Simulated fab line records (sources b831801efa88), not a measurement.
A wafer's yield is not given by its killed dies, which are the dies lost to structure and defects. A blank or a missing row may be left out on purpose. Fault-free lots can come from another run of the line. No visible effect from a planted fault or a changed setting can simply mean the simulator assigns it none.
A struck lot beside a sound one	flow sky130	35 out of 708 route steps
Sound: the wafers L472.2, L472.3, L472.6. Wafers struck: L461.1, L461.3, L461.4. The cause is given at the end.
At each step with rows: each side's tool, then ch and its chambers, then its first start. Under that, the readings that differ: sound wafers	struck wafers	difference of the means	sigmas: that difference in standard deviations of wafers without a fault.
alike: readings whose means differ by less than 2 such deviations, and words and numbers that are the same on both sides. not compared: withheld readings, readings that some wafer has no value for, bounds like >300 that may hide the same value, and numbers for which the record gives no deviation and whose values overlap.
The two part at a step that has a row with sigmas, a row that says differs or no value, or rows on one side only. Numbers that don't overlap but have no deviation are shown without sigmas and don't part them. Lack of a reading on every wafer of one side parts them only where that side has two or more wafers.

SKY_SD_P_CD_MEAS_07: the cd target is 380 nm.
  sound on cdSem-01 at day 32 02:22; struck on cdSem-01 at day 28 12:06
  alike: cdNm
SKY_SD_P_OVL_MEAS_08:
  sound on overlay-02 at day 32 02:29; struck on overlay-01 at day 28 12:13
reading	sound	struck	difference	sigmas
SD_P_OVL (nm)	3.5 2.9 2.0	-0.3 -0.3 0.4	-2.9	-2
next, for these wafers, 1 step has no rows: SKY_SD_P_IMPLANT_09.
SKY_SD_P_STRIP_10: strips in O2/N2.
  sound on plasmaAsher-02 ch 0,1, day 32 02:40; struck on plasmaAsher-02 ch 0,1, day 28 12:25
  alike: drypumpMotorCurrentA, oesProductAu, stripTimeToEndpointS
  not compared: rfHoursCounterH
SKY_SD_P_TW_MEAS_11:
  sound on filmMetro-03 at day 32 02:46; struck on filmMetro-02 at day 28 12:31
  alike: SD_P_TW
then, 7 steps without rows for these wafers: SKY_RES_XHIGH_DEHYDRATE_00 (time 60 s); SKY_RES_XHIGH_HMDS_01 (prime time 60 s); SKY_RES_XHIGH_COAT_02 (resist thk 1140 nm); SKY_RES_XHIGH_SOFTBAKE_03 (time 60 s); SKY_RES_XHIGH_EXPOSE_04 (exposes mask URPM, target cd 1270 nm); SKY_RES_XHIGH_PEB_05; SKY_RES_XHIGH_DEVELOP_06 (develop time 60 s).
SKY_RES_XHIGH_IMPLANT_07:
  sound on implanter-02 ch 0, day 33 03:44; struck on implanter-02 ch 0, day 29 17:40
reading	sound	struck	difference	sigmas
faradayCurrentUA	545 530 538	628 662 662	+113	+3
SKY_RES_XHIGH_STRIP_08: strips in O2/N2.
  sound on plasmaAsher-01 ch 0,1, day 33 03:52; struck on plasmaAsher-01 ch 0,1, day 29 17:49
  alike: drypumpMotorCurrentA, oesProductAu, stripTimeToEndpointS
  not compared: rfHoursCounterH
SKY_RES_XHIGH_TW_MEAS_09:
  sound on filmMetro-03 at day 33 03:58; struck on filmMetro-01 at day 29 17:56
reading	sound	struck	difference	sigmas
RES_XHIGH_TW	1628 1610 1618	1551 1559 1550	-65	-4
then, 7 steps without rows for these wafers: SKY_SD_N_DEHYDRATE_00 (time 60 s); SKY_SD_N_HMDS_01 (prime time 60 s); SKY_SD_N_COAT_02 (resist thk 1140 nm); SKY_SD_N_SOFTBAKE_03 (time 60 s); SKY_SD_N_EXPOSE_04 (exposes mask NSDM, target cd 380 nm); SKY_SD_N_PEB_05; SKY_SD_N_DEVELOP_06 (develop time 60 s).
SKY_SD_N_CD_MEAS_07: the cd target is 380 nm.
  sound on cdSem-02 at day 34 05:52; struck on cdSem-01 at day 30 21:33
  alike: cdNm
SKY_SD_N_OVL_MEAS_08:
  sound on overlay-01 at day 34 05:59; struck on overlay-01 at day 30 21:40
  alike: SD_N_OVL
then, 2 steps without rows for these wafers: SKY_SD_N_IMPLANT_09; SKY_SD_N_IMPLANT_10.
SKY_SD_N_STRIP_11: strips in O2/N2.
  sound on plasmaAsher-02 ch 0,1, day 34 06:19; struck on plasmaAsher-02 ch 0,1, day 30 22:01
reading	sound	struck	difference	sigmas
oesProductAu (a.u.)	0.537 0.525 0.535	0.527 0.517 0.522	-0.010	-2
  alike: drypumpMotorCurrentA, stripTimeToEndpointS
  not compared: rfHoursCounterH
SKY_SD_N_TW_MEAS_12:
  sound on filmMetro-01 at day 34 06:25; struck on filmMetro-01 at day 30 22:07
  alike: SD_N_TW
then, 1 step without rows for these wafers: SKY_SD_N_CLEAN_13 (cleans in SC1/SC2, time 150 s).
SKY_SD_N_RTA_14: time 2 s.
  sound on rtpAnneal-01 ch 0, day 34 06:35; struck on rtpAnneal-01 ch 0, day 30 22:14
  alike: lampPowerPct, wafer_temp_C_max
SKY_SD_N_RS_MEAS_16: the measuring method here is four-point-probe.
  sound on filmMetro-02 at day 34 06:46; struck on filmMetro-02 at day 30 22:24
  alike: SD_N_RS
SKY_SD_N_RS_MEAS_17: the measuring method here is four-point-probe.
  sound on filmMetro-02 at day 34 06:53; struck on filmMetro-02 at day 30 22:31
  alike: SD_P_RS
SKY_SD_N_RS_MEAS_18: the measuring method here is four-point-probe.
  sound on filmMetro-02 at day 34 07:01; struck on filmMetro-02 at day 30 22:38
reading	sound	struck	difference	sigmas
RES_XHIGH_RS (ohm/sq)	332.9 334.3 332.7	385.2 387.8 387.7	+53.6	+38
then, 1 step without rows for these wafers: SKY_SALICIDE_CLEAN_00 (cleans in HF-last, time 30 s).
-- the record jumps here: 17 days lie between the struck wafers' starts before and after (it left off in module SALICIDE and takes up again in module PAD_OPEN, whose first step shown is number 708 of the route) --
SKY_PAD_OPEN_PROBE_99:
  sound on prober-01 at day 50 06:16; struck on prober-02 at day 48 02:40
reading	sound	struck	difference	sigmas
model.etest.resXhighPo.lineOhmUm	5666 5400 5842	7893 8180 8286	+2484	
model.etest.resXhighPo.rsOhmSq	1965 1908 2046	2802 2878 2880	+880	
  alike: killed_at_M0_to_M3, killed_at_M4_up, killedAtContacts, killedAtFrontEnd, killedAtOther, killedDies, killedOpen, killedShort
  not compared: model.etest.resXhighPo.rsOhmSqRange

## WHERE THEY PART
Earliest at SKY_SD_P_OVL_MEAS_08; latest, in this record, at SKY_SD_N_RS_MEAS_18. Later steps at which nothing parts them and some readings are alike: SKY_PAD_OPEN_PROBE_99.

WHY: what the simulator had put in
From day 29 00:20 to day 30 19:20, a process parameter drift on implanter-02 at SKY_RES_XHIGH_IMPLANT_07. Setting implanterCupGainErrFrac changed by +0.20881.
